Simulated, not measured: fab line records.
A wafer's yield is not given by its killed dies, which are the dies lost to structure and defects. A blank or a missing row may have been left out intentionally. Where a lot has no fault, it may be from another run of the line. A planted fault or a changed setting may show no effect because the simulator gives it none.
Which tool is to blame? -- flow gf180mcu -- Sampling: 12 lots, 36 wafers, 2 of 602 route steps

== WHAT THE GAUGES READ, wafer by wafer ==
GF_M2_OVL_MEAS_15.
lot,measured,on,M2_OVL (nm)
L075,day 19 13:25,overlay-01,0 -2 2
L077,day 20 11:55,overlay-01,-7 -6 -5
L079,day 21 07:17,overlay-01,5 1 -5
L081,day 22 04:00,overlay-02,7 4 8
L083,day 22 19:40,overlay-01,8 -1 3
L085,day 23 14:55,overlay-01,-10 -11 -10
L087,day 23 23:19,overlay-01,-4 -4 -5
L089,day 24 15:00,overlay-02,3 0 1
L091,day 25 05:34,overlay-01,-7 -12 -6
L093,day 25 21:54,overlay-02,0 8 8
L095,day 26 12:39,overlay-01,-7 -12 -4
L097,day 27 06:54,overlay-02,-4 1 3

== EACH LOT AND THE TOOL THAT RAN IT (in order: tool; ch and the chambers of the sampled wafers; start) ==
lot,GF_CONTACT_CMP_04
L075,"cmp-02 ch 0,2,3, day 15 10:43"
L077,"cmp-02 ch 0,3, day 16 07:05"
L079,"cmp-02 ch 0,3, day 17 01:19"
L081,"cmp-01 ch 1,2,3, day 17 21:30"
L083,"cmp-02 ch 1,2,3, day 18 12:52"
L085,"cmp-02 ch 0,2,3, day 19 10:38"
L087,"cmp-01 ch 0,1, day 19 20:47"
L089,"cmp-01 ch 0,2, day 20 15:20"
L091,"cmp-01 ch 1,2, day 21 06:36"
L093,"cmp-02 ch 1,2,3, day 21 23:23"
L095,"cmp-02 ch 0,2,3, day 22 17:10"
L097,"cmp-02 ch 0,1,3, day 23 13:29"
- GF_CONTACT_CMP_04: polishes SiO2.

== THE ANSWER, worked out from the rows above alone ==
Rule: the lots themselves supply what counts as usual. Put in order of their means at a reading, lots are off if they are a third of the lots or fewer, leave a main group of 4 or more, and stand apart from it by a gap of 3 or more times the standard deviation of the main group's means; of several such gaps the widest counts. Not used: any main group whose means are identical at the precision the tables above print for the reading. Also off: a lot with no number at a reading for which 4 or more lots have one. All remaining lots with rows at the step are treated as sound.
Across all readings shown, no lot is off: no conclusion can be drawn from this.

== WHAT THE SIMULATOR PUT IN ==
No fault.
